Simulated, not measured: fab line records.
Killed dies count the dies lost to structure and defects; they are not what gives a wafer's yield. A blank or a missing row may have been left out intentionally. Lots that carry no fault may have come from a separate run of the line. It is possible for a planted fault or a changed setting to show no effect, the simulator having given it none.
fab line records	flow gf180mcu	part 1 of 2: steps 1 to 27 of 37
record: lots: 5	wafers: 15	last-day: 34
route steps=602 shown HV_LDD@214 NSD@235 PSD@248
lots that met no fault: taken from a fault-free run of the same line
start-h: start of the lot's first displayed wafer, in hours after the record's first day	wait-h: hours elapsed since this lot's preceding step	" repeats the value in the row above	L1.1+2: several wafers, shown together as one row	- no value present, or no start provided	* or withheld: withheld	< > ~ a bound
route shown NAME@n: a module of which the file shows steps, and the number in the route of the first	usual: mean/standard deviation taken from wafers without a fault	same: alike in all rows	chamber/n: place in a boat	sites: readings site by site	_std_site: the values' standard deviation	_edge_site: inner sites' mean taken away from outer sites' mean	radius-mm: how far each site lies from the wafer's centre	mask NAME#n: copy n	behind: the tool/chamber that last shaped the wafer	hold: the reason the lot was held/the length of the hold in hours/how it ended	device: names the non-switching transistor (n, p or np)	end of line: the route-end tests of the same wafers	for a step that has no rows: nothing shown but its recipe	killed: dies lost to structure and defects at the first sort, not the wafer's yield	map: shows each die of a wafer: x if killed, . if not, _ if none is there
set.NAME: the setting the step ran with; set.NAME@STEP: the setting that earlier step ran with	model.NAME: the simulator's own value behind a step, which no gauge read
lots at selected steps of the route; one table per step, one row per wafer
services: from which hour (start-h, from the record's first day; less than 0 if before it) a tool's chamber was out of use, for how many hours, and why
== steps ==
step: GF_HV_LDD_TW_MEAS_38
usual: HV_LDD_3_TW: 1446/11
lot.wafer	tool	chamber	start-h	wait-h	HV_LDD_3_TW
L079.2	film-metro-03	-	296.50	0.1	1454
L079.3	"	-	"	"	1453
L079.5	"	-	"	"	1460
L081.4	film-metro-02	-	313.13	0.1	1432
L081.5	"	-	"	"	1435
L081.6	"	-	"	"	1434
L090.3	film-metro-03	-	381.17	0.1	1443
L090.5	"	-	"	"	1449
L090.6	"	-	"	"	1448
L091.1	film-metro-01	-	387.37	0.1	1438
L091.2	"	-	"	"	1436
L091.5	"	-	"	"	1424
L097.3	film-metro-01	-	439.69	0.1	1441
L097.4	"	-	"	"	1444
L097.6	"	-	"	"	1439
step: GF_HV_LDD_DEHYDRATE_39
recipe: temp-c: 200	time-s: 60
usual: chill-plate-temp-C: 23.02/0.11
lot.wafer	tool	chamber	start-h	wait-h	chill-plate-temp-C
L079.2	litho-track-04	0	305.96	9.4	22.91
L079.3	"	0	"	"	23.03
L079.5	"	0	"	"	22.93
L081.4	litho-track-03	0	323.44	10.3	23.01
L081.5	"	0	"	"	22.78
L081.6	"	0	"	"	22.71
L090.3	litho-track-03	0	392.21	11.0	22.95
L090.5	"	0	"	"	23.00
L090.6	"	0	"	"	23.00
L091.1	litho-track-01	0	399.04	11.7	22.93
L091.2	"	0	"	"	22.90
L091.5	"	0	"	"	22.84
L097.3	litho-track-03	0	450.96	11.3	23.03
L097.4	"	0	"	"	22.98
L097.6	"	0	"	"	23.05
step: GF_HV_LDD_HMDS_40
recipe: prime-time-s: 60	prime-temp-c: 120
usual: chill-plate-temp-C: 23.01/0.11
same: prime-time-s: 60
lot.wafer	tool	chamber	start-h	wait-h	chill-plate-temp-C
L079.2	litho-track-04	0	306.11	0.1	23.06
L079.3	"	0	"	"	22.96
L079.5	"	0	"	"	23.00
L081.4	litho-track-03	0	323.59	0.1	23.07
L081.5	"	0	"	"	23.13
L081.6	"	0	"	"	23.05
L090.3	litho-track-03	0	392.36	0.1	23.04
L090.5	"	0	"	"	23.00
L090.6	"	0	"	"	23.03
L091.1	litho-track-01	0	399.19	0.1	22.89
L091.2	"	0	"	"	22.93
L091.5	"	0	"	"	22.82
L097.3	litho-track-03	0	451.11	0.1	22.88
L097.4	"	0	"	"	22.80
L097.6	"	0	"	"	23.10
step: GF_HV_LDD_COAT_41
recipe: resist: NOVOLAK	spin-rpm: 3000	resist-thk-nm: 1000
usual: chill-plate-temp-C: 22.98/0.09
lot.wafer	tool	chamber	start-h	wait-h	chill-plate-temp-C
L079.2	litho-track-04	0	306.26	0.1	22.98
L079.3	"	0	"	"	22.99
L079.5	"	0	"	"	23.01
L081.4	litho-track-03	0	323.74	0.1	22.95
L081.5	"	0	"	"	22.90
L081.6	"	0	"	"	23.00
L090.3	litho-track-03	0	392.51	0.1	22.99
L090.5	"	0	"	"	22.98
L090.6	"	0	"	"	23.03
L091.1	litho-track-01	0	399.34	0.1	23.06
L091.2	"	0	"	"	22.92
L091.5	"	0	"	"	22.92
L097.3	litho-track-03	0	451.26	0.1	23.00
L097.4	"	0	"	"	23.05
L097.6	"	0	"	"	22.94
step: GF_HV_LDD_SOFTBAKE_42
recipe: temp-c: 90	time-s: 60	resist: NOVOLAK
usual: chill-plate-temp-C: 23.02/0.1
lot.wafer	tool	chamber	start-h	wait-h	chill-plate-temp-C
L079.2	litho-track-04	0	306.41	0.1	23.15
L079.3	"	0	"	"	22.97
L079.5	"	0	"	"	23.04
L081.4	litho-track-03	0	323.89	0.1	23.02
L081.5	"	0	"	"	23.02
L081.6	"	0	"	"	23.15
L090.3	litho-track-03	0	392.66	0.1	23.04
L090.5	"	0	"	"	23.07
L090.6	"	0	"	"	23.14
L091.1	litho-track-01	0	399.49	0.1	22.97
L091.2	"	0	"	"	23.05
L091.5	"	0	"	"	23.12
L097.3	litho-track-03	0	451.41	0.1	22.91
L097.4	"	0	"	"	22.93
L097.6	"	0	"	"	22.89
step: GF_HV_LDD_EXPOSE_43
recipe: mask-id: Pplus_HV_AREA	target-cd-nm: 400	na: 0.6	source-shape: conventional	sigma-outer: 0.6	dose-mj: 140
lot.wafer	tool	chamber	start-h	wait-h	mask
L079.2+3+5	iline-stepper-01	0	-	-	Pplus_HV_AREA#0
L081.4+5+6	iline-stepper-01	0	-	-	Pplus_HV_AREA#0
L090.3+5+6	iline-stepper-02	0	-	-	Pplus_HV_AREA#0
L091.1+2+5	iline-stepper-02	0	-	-	Pplus_HV_AREA#0
L097.3+4+6	iline-stepper-01	0	-	-	Pplus_HV_AREA#0
step: GF_HV_LDD_PEB_44
recipe: temp-c: withheld	time-s: *	resist: NOVOLAK
usual: chill-plate-temp-C: *
lot.wafer	tool	chamber	start-h	wait-h	chill-plate-temp-C
L079.2	litho-track-01	0	-	-	*
L079.3	"	0	"	"	*
L079.5	"	0	"	"	*
L081.4	litho-track-01	0	-	-	*
L081.5	"	0	"	"	*
L081.6	"	0	"	"	*
L090.3	litho-track-04	0	-	-	*
L090.5	"	0	"	"	*
L090.6	"	0	"	"	*
L091.1	litho-track-03	0	-	-	*
L091.2	"	0	"	"	*
L091.5	"	0	"	"	*
L097.3	litho-track-01	0	-	-	*
L097.4	"	0	"	"	*
L097.6	"	0	"	"	*
step: GF_HV_LDD_DEVELOP_45
recipe: develop-time-s: 60	dev-temp-c: 23
usual: chill-plate-temp-C: 22.98/0.1
lot.wafer	tool	chamber	start-h	wait-h	chill-plate-temp-C
L079.2	litho-track-01	0	316.67	0.1	22.86
L079.3	"	0	"	"	23.00
L079.5	"	0	"	"	22.87
L081.4	litho-track-01	0	334.12	0.1	23.13
L081.5	"	0	"	"	22.99
L081.6	"	0	"	"	23.19
L090.3	litho-track-04	0	404.28	0.1	22.91
L090.5	"	0	"	"	23.05
L090.6	"	0	"	"	23.20
L091.1	litho-track-03	0	410.41	0.1	22.99
L091.2	"	0	"	"	23.00
L091.5	"	0	"	"	23.10
L097.3	litho-track-01	0	463.44	0.1	23.10
L097.4	"	0	"	"	23.04
L097.6	"	0	"	"	23.14
step: GF_HV_LDD_CD_MEAS_46
recipe: target-cd-nm: 400
usual: cd-nm: 399.6/2
lot.wafer	tool	chamber	start-h	wait-h	cd-nm
L079.2	cd-sem-02	-	316.81	0.1	399.2
L079.3	"	-	"	"	399.6
L079.5	"	-	"	"	402.0
L081.4	cd-sem-02	-	334.25	0.1	396.9
L081.5	"	-	"	"	396.8
L081.6	"	-	"	"	396.6
L090.3	cd-sem-01	-	404.42	0.1	401.4
L090.5	"	-	"	"	397.9
L090.6	"	-	"	"	399.5
L091.1	cd-sem-01	-	410.56	0.1	402.6
L091.2	"	-	"	"	399.4
L091.5	"	-	"	"	399.8
L097.3	cd-sem-02	-	463.58	0.1	399.0
L097.4	"	-	"	"	399.4
L097.6	"	-	"	"	399.9
step: GF_HV_LDD_OVL_MEAS_47
usual: HV_LDD_03_OVL: 0.9/1.3
lot.wafer	tool	chamber	start-h	wait-h	HV_LDD_03_OVL[nm]
L079.2	overlay-02	-	316.92	0.1	1.1
L079.3	"	-	"	"	-0.3
L079.5	"	-	"	"	-0.1
L081.4	overlay-01	-	334.33	0.1	1.6
L081.5	"	-	"	"	1.4
L081.6	"	-	"	"	0.8
L090.3	overlay-02	-	404.51	0.1	0.9
L090.5	"	-	"	"	0.7
L090.6	"	-	"	"	-0.9
L091.1	overlay-01	-	410.68	0.1	-1.0
L091.2	"	-	"	"	0.5
L091.5	"	-	"	"	-0.3
L097.3	overlay-02	-	463.67	0.1	2.3
L097.4	"	-	"	"	2.1
L097.6	"	-	"	"	0.9
step: GF_HV_LDD_IMPLANT_48
recipe: species: B	energy-kev: 25	dose-cm2: 3e+13	tilt-deg: 7
lot.wafer	tool	chamber	start-h	wait-h
L079.2+3+5	implanter-04	0	316.98	0.0
L081.4+5+6	implanter-01	0	334.43	0.1
L090.3+5+6	implanter-03	0	404.59	0.1
L091.1+2+5	implanter-04	0	410.72	0.0
L097.3+4+6	implanter-01	0	463.75	0.1
step: GF_HV_LDD_STRIP_49
recipe: chemistry: O2/N2	power-w: 1400	pressure-mtorr: 1500	platen-temp-c: 250	o2-flow-sccm: 3000	n2-flow-sccm: 300	overash-fraction: 0.5
usual: drypump-motor-current-A: 5.9/0.41	heater-power-w: 322/30	n2-flow-sccm: 299.9/0.94	oes-product-au: 0.716/0.0047	strip-time-to-endpoint-s: 12.61/0.03
same: overash-fraction: 0.5
lot.wafer	tool	chamber	start-h	wait-h	drypump-motor-current-A	heater-power-w	n2-flow-sccm	oes-product-au	rf-hours-counter-h	strip-time-to-endpoint-s
L079.2	plasma-asher-03	1	317.10	0.1	5.9	287	300.8	0.713	54	12.62
L079.3	"	0	"	"	6.0	309	299.0	0.710	-	12.61
L079.5	"	1	"	"	5.9	284	301.0	0.709	-	12.59
L081.4	plasma-asher-03	0	334.53	0.1	6.0	319	300.5	0.718	-	12.58
L081.5	"	1	"	"	5.8	292	298.2	0.715	-	12.56
L081.6	"	0	"	"	6.0	314	298.8	0.716	-	12.59
L090.3	plasma-asher-03	1	404.72	0.1	5.9	294	299.5	0.709	-	12.62
L090.5	"	1	"	"	5.9	290	299.7	0.716	-	12.65
L090.6	"	0	"	"	6.0	323	300.8	0.721	-	12.64
L091.1	plasma-asher-01	1	410.87	0.1	5.7	288	301.0	0.707	31	12.62
L091.2	"	0	"	"	6.9	359	298.2	0.719	31	12.63
L091.5	"	1	"	"	5.7	290	299.9	0.717	-	12.60
L097.3	plasma-asher-02	1	463.88	0.1	5.8	341	299.1	0.721	-	12.61
L097.4	"	0	"	"	5.4	368	298.4	0.719	-	12.60
L097.6	"	0	"	"	5.5	369	299.2	0.717	-	12.63
step: GF_HV_LDD_TW_MEAS_50
usual: HV_LDD_4_TW: 573/4.8
lot.wafer	tool	chamber	start-h	wait-h	HV_LDD_4_TW
L079.2	film-metro-02	-	317.21	0.1	569
L079.3	"	-	"	"	567
L079.5	"	-	"	"	566
L081.4	film-metro-03	-	334.63	0.1	577
L081.5	"	-	"	"	573
L081.6	"	-	"	"	573
L090.3	film-metro-01	-	404.81	0.1	572
L090.5	"	-	"	"	570
L090.6	"	-	"	"	572
L091.1	film-metro-02	-	410.97	0.1	566
L091.2	"	-	"	"	565
L091.5	"	-	"	"	567
L097.3	film-metro-02	-	463.97	0.1	567
L097.4	"	-	"	"	567
L097.6	"	-	"	"	570
step: GF_HV_LDD_CLEAN_51
recipe: chemistry: SC1/SC2	mix: 1:4:20	temp-c: 70	time-s: 150	dry: n2-spin
lot.wafer	tool	chamber	start-h	wait-h
L079.2+3+5	wet-bench-02	1	317.26	0.0
L081.4+5+6	wet-bench-03	3	334.66	0.0
L090.3+5+6	wet-bench-02	2	404.85	0.0
L091.1+2+5	wet-bench-03	3	411.03	0.1
L097.3+4+6	wet-bench-01	2	464.01	0.0
step: GF_HV_LDD_RTA_52
recipe: temp-c: 1000	time-s: 10	ambient: N2
usual: lamp-power-pct: 37/3.5	wafer_temp_C_max: 1004.6/1.3
lot.wafer	tool	chamber	start-h	wait-h	lamp-power-pct	wafer_temp_C_max
L079.2	rtp-anneal-01	0	317.32	0.0	33	1008.7
L079.3	"	0	"	"	33	1006.2
L079.5	"	0	"	"	33	1004.4
L081.4	rtp-anneal-02	0	334.75	0.0	40	1005.5
L081.5	"	0	"	"	40	1003.6
L081.6	"	0	"	"	40	1003.8
L090.3	rtp-anneal-02	0	404.92	0.0	40	1003.4
L090.5	"	0	"	"	40	1004.1
L090.6	"	0	"	"	40	1002.7
L091.1	rtp-anneal-01	0	411.09	0.0	33	1004.0
L091.2	"	0	"	"	33	1004.5
L091.5	"	0	"	"	33	1004.7
L097.3	rtp-anneal-01	0	464.08	0.0	33	1006.7
L097.4	"	0	"	"	33	1007.1
L097.6	"	0	"	"	33	1005.7
step: GF_HV_LDD_RS_MEAS_53
recipe: thk-meas-gauge: four-point-probe
usual: HV_LDD_RS: 418.3/0.9
lot.wafer	tool	chamber	start-h	wait-h	HV_LDD_RS[ohm/sq]
L079.2	film-metro-01	-	317.43	0.1	419.3
L079.3	"	-	"	"	418.6
L079.5	"	-	"	"	419.2
L081.4	film-metro-03	-	334.85	0.1	417.1
L081.5	"	-	"	"	415.9
L081.6	"	-	"	"	416.3
L090.3	film-metro-02	-	405.00	0.1	418.7
L090.5	"	-	"	"	418.2
L090.6	"	-	"	"	418.1
L091.1	film-metro-03	-	411.15	0.1	418.8
L091.2	"	-	"	"	417.0
L091.5	"	-	"	"	417.8
L097.3	film-metro-03	-	464.16	0.1	418.6
L097.4	"	-	"	"	419.7
L097.6	"	-	"	"	418.8
step: GF_HV_LDD_CVD_54
recipe: material: SiO2	target-thk-nm: 10	precursor: TEOS	temp-c: 680	time-s: 75	pressure-mtorr: 400
usual: zone-power-upper-pct: 10.7/1.2
lot.wafer	tool	chamber	start-h	wait-h	zone-power-upper-pct
L079.2	lpcvd-01	1	317.53	0.1	9.8
L079.3	"	1	"	"	9.9
L079.5	"	1	"	"	9.9
L081.4	lpcvd-02	1	334.91	0.0	10.5
L081.5	"	1	"	"	10.2
L081.6	"	1	"	"	10.3
L090.3	lpcvd-02	1	405.16	0.1	10.4
L090.5	"	1	"	"	10.4
L090.6	"	1	"	"	10.2
L091.1	lpcvd-01	0	411.27	0.1	12.9
L091.2	"	0	"	"	12.8
L091.5	"	0	"	"	12.9
L097.3	lpcvd-01	1	464.24	0.1	10.1
L097.4	"	1	"	"	10.0
L097.6	"	1	"	"	10.0
step: GF_HV_LDD_THK_MEAS_55
recipe: reads: SiO2_of_HV_LDD_CVD_54
usual: HV_LDD_CVD_54_THK: 10.01/0.14
lot.wafer	tool	chamber	start-h	wait-h	HV_LDD_CVD_54_THK[nm]
L079.2	film-metro-02	-	318.56	0.0	10.07
L079.3	"	-	"	"	10.22
L079.5	"	-	"	"	10.08
L081.4	film-metro-02	-	335.96	0.0	9.87
L081.5	"	-	"	"	9.85
L081.6	"	-	"	"	9.92
L090.3	film-metro-01	-	406.20	0.0	10.18
L090.5	"	-	"	"	10.10
L090.6	"	-	"	"	10.08
L091.1	film-metro-02	-	412.29	0.0	10.21
L091.2	"	-	"	"	9.98
L091.5	"	-	"	"	10.06
L097.3	film-metro-01	-	465.33	0.1	10.10
L097.4	"	-	"	"	10.02
L097.6	"	-	"	"	10.15
step: GF_HV_LDD_CVD_56
recipe: material: Si3N4	precursor: DCS/NH3	target-thk-nm: 90	temp-c: 770	time-s: 1543	pressure-mtorr: 250
usual: zone-power-upper-pct: 13.3/1.2
lot.wafer	tool	chamber	start-h	wait-h	zone-power-upper-pct
L079.2	lpcvd-01	1	318.61	0.0	12.7
L079.3	"	1	"	"	12.7
L079.5	"	1	"	"	12.6
L081.4	lpcvd-01	1	335.99	0.0	12.6
L081.5	"	1	"	"	12.6
L081.6	"	1	"	"	12.5
L090.3	lpcvd-01	1	406.24	0.0	12.6
L090.5	"	1	"	"	12.6
L090.6	"	1	"	"	12.6
L091.1	lpcvd-02	1	412.35	0.1	12.9
L091.2	"	1	"	"	12.9
L091.5	"	1	"	"	12.9
L097.3	lpcvd-02	0	465.37	0.0	13.0
L097.4	"	0	"	"	12.9
L097.6	"	0	"	"	13.1
step: GF_HV_LDD_THK_MEAS_57
recipe: reads: Si3N4_of_HV_LDD_CVD_56
usual: HV_LDD_CVD_56_THK: 89.7/1.1
lot.wafer	tool	chamber	start-h	wait-h	HV_LDD_CVD_56_THK[nm]
L079.2	film-metro-01	-	320.05	0.0	89.2
L079.3	"	-	"	"	89.6
L079.5	"	-	"	"	89.5
L081.4	film-metro-02	-	337.45	0.0	90.1
L081.5	"	-	"	"	90.0
L081.6	"	-	"	"	89.2
L090.3	film-metro-01	-	407.69	0.0	91.8
L090.5	"	-	"	"	91.6
L090.6	"	-	"	"	91.6
L091.1	film-metro-02	-	413.78	0.0	90.1
L091.2	"	-	"	"	90.1
L091.5	"	-	"	"	89.8
L097.3	film-metro-02	-	466.82	0.0	89.7
L097.4	"	-	"	"	90.6
L097.6	"	-	"	"	90.1
step: GF_HV_LDD_ETCHBACK_58
recipe: chemistry: CH3F/O2	target: Si3N4	stop-on: SiO2	source-w: 400	bias-w: 80	pressure-mtorr: 25	ch3f-flow-sccm: 40	O2_flow_sccm: 30	time-s: 100	target-depth-a: 900
usual: drypump-motor-current-A: 5.8/0.48	oes-product-au: 0.841/0.0073	throttle-valve-pct: 10.561/0.0089
lot.wafer	tool	chamber	start-h	wait-h	drypump-motor-current-A	oes-product-au	rf-hours-counter-h	throttle-valve-pct
L079.2	rie-diel-01	1	320.10	0.0	6.3	0.838	3	10.561
L079.3	"	2	"	"	5.7	0.841	84	10.552
L079.5	"	3	"	"	4.7	0.836	-	10.554
L081.4	rie-diel-04	1	337.48	0.0	5.5	0.840	11	10.551
L081.5	"	2	"	"	5.4	0.835	-	10.558
L081.6	"	1	"	"	5.5	0.848	-	10.553
L090.3	rie-diel-04	1	407.73	0.0	5.5	0.860	13	10.571
L090.5	"	0	"	"	6.7	0.852	-	10.558
L090.6	"	1	"	"	5.5	0.849	-	10.569
L091.1	rie-diel-02	2	413.84	0.1	5.4	0.843	13	10.548
L091.2	"	0	"	"	5.6	0.848	41	10.577
L091.5	"	1	"	"	6.0	0.837	-	10.565
L097.3	rie-diel-02	1	466.86	0.0	6.0	0.840	29	10.557
L097.4	"	2	"	"	5.4	0.849	15	10.560
L097.6	"	2	"	"	5.4	0.844	-	10.564
step: GF_NSD_DEHYDRATE_00
recipe: temp-c: 200	time-s: 60
usual: chill-plate-temp-C: 22.97/0.1
lot.wafer	tool	chamber	start-h	wait-h	chill-plate-temp-C
L079.2	litho-track-02	0	329.24	9.1	22.99
L079.3	"	0	"	"	23.06
L079.5	"	0	"	"	23.02
L081.4	litho-track-02	0	347.68	10.2	23.08
L081.5	"	0	"	"	22.94
L081.6	"	0	"	"	23.03
L090.3	litho-track-04	0	418.73	11.0	22.94
L090.5	"	0	"	"	22.98
L090.6	"	0	"	"	22.90
L091.1	litho-track-04	0	424.73	10.9	23.07
L091.2	"	0	"	"	23.04
L091.5	"	0	"	"	23.23
L097.3	litho-track-02	0	478.36	11.5	23.06
L097.4	"	0	"	"	23.04
L097.6	"	0	"	"	23.00
step: GF_NSD_HMDS_01
recipe: prime-time-s: 60	prime-temp-c: 120
usual: chill-plate-temp-C: 22.97/0.1
same: prime-time-s: 60
lot.wafer	tool	chamber	start-h	wait-h	chill-plate-temp-C
L079.2	litho-track-02	0	329.39	0.1	22.89
L079.3	"	0	"	"	23.21
L079.5	"	0	"	"	22.98
L081.4	litho-track-02	0	347.83	0.1	22.92
L081.5	"	0	"	"	23.02
L081.6	"	0	"	"	23.11
L090.3	litho-track-04	0	418.88	0.1	22.91
L090.5	"	0	"	"	22.92
L090.6	"	0	"	"	23.00
L091.1	litho-track-04	0	424.88	0.1	23.01
L091.2	"	0	"	"	22.89
L091.5	"	0	"	"	22.82
L097.3	litho-track-02	0	478.51	0.1	23.02
L097.4	"	0	"	"	23.16
L097.6	"	0	"	"	23.07
step: GF_NSD_COAT_02
recipe: resist: NOVOLAK	spin-rpm: 3000	resist-thk-nm: 1000
usual: chill-plate-temp-C: 23.00/0.1
lot.wafer	tool	chamber	start-h	wait-h	chill-plate-temp-C
L079.2	litho-track-02	0	329.54	0.1	23.05
L079.3	"	0	"	"	22.92
L079.5	"	0	"	"	23.18
L081.4	litho-track-02	0	347.98	0.1	23.07
L081.5	"	0	"	"	22.97
L081.6	"	0	"	"	23.06
L090.3	litho-track-04	0	419.03	0.1	22.97
L090.5	"	0	"	"	22.95
L090.6	"	0	"	"	23.00
L091.1	litho-track-04	0	425.03	0.1	22.90
L091.2	"	0	"	"	23.03
L091.5	"	0	"	"	23.12
L097.3	litho-track-02	0	478.66	0.1	23.06
L097.4	"	0	"	"	23.06
L097.6	"	0	"	"	22.97
step: GF_NSD_SOFTBAKE_03
recipe: temp-c: 90	time-s: 60	resist: NOVOLAK
usual: chill-plate-temp-C: 23.02/0.12
lot.wafer	tool	chamber	start-h	wait-h	chill-plate-temp-C
L079.2	litho-track-02	0	329.69	0.1	22.98
L079.3	"	0	"	"	22.98
L079.5	"	0	"	"	22.92
L081.4	litho-track-02	0	348.13	0.1	22.63
L081.5	"	0	"	"	22.67
L081.6	"	0	"	"	22.85
L090.3	litho-track-04	0	419.18	0.1	23.03
L090.5	"	0	"	"	23.04
L090.6	"	0	"	"	23.07
L091.1	litho-track-04	0	425.18	0.1	22.78
L091.2	"	0	"	"	22.94
L091.5	"	0	"	"	22.96
L097.3	litho-track-02	0	478.81	0.1	23.19
L097.4	"	0	"	"	23.11
L097.6	"	0	"	"	23.05
step: GF_NSD_EXPOSE_04
recipe: mask-id: Nplus	target-cd-nm: 400	na: 0.6	source-shape: conventional	sigma-outer: 0.6	dose-mj: 140
lot.wafer	tool	chamber	start-h	wait-h	mask
L079.2+3+5	iline-stepper-02	0	-	-	Nplus#0
L081.4+5+6	iline-stepper-02	0	-	-	Nplus#0
L090.3+5+6	iline-stepper-02	0	-	-	Nplus#0
L091.1+2+5	iline-stepper-01	0	-	-	Nplus#0
L097.3+4+6	iline-stepper-01	0	-	-	Nplus#0
step: GF_NSD_PEB_05
recipe: temp-c: withheld	time-s: *	resist: NOVOLAK
usual: chill-plate-temp-C: *
lot.wafer	tool	chamber	start-h	wait-h	chill-plate-temp-C
L079.2	litho-track-01	0	-	-	*
L079.3	"	0	"	"	*
L079.5	"	0	"	"	*
L081.4	litho-track-02	0	-	-	*
L081.5	"	0	"	"	*
L081.6	"	0	"	"	*
L090.3	litho-track-01	0	-	-	*
L090.5	"	0	"	"	*
L090.6	"	0	"	"	*
L091.1	litho-track-01	0	-	-	*
L091.2	"	0	"	"	*
L091.5	"	0	"	"	*
L097.3	litho-track-01	0	-	-	*
L097.4	"	0	"	"	*
L097.6	"	0	"	"	*
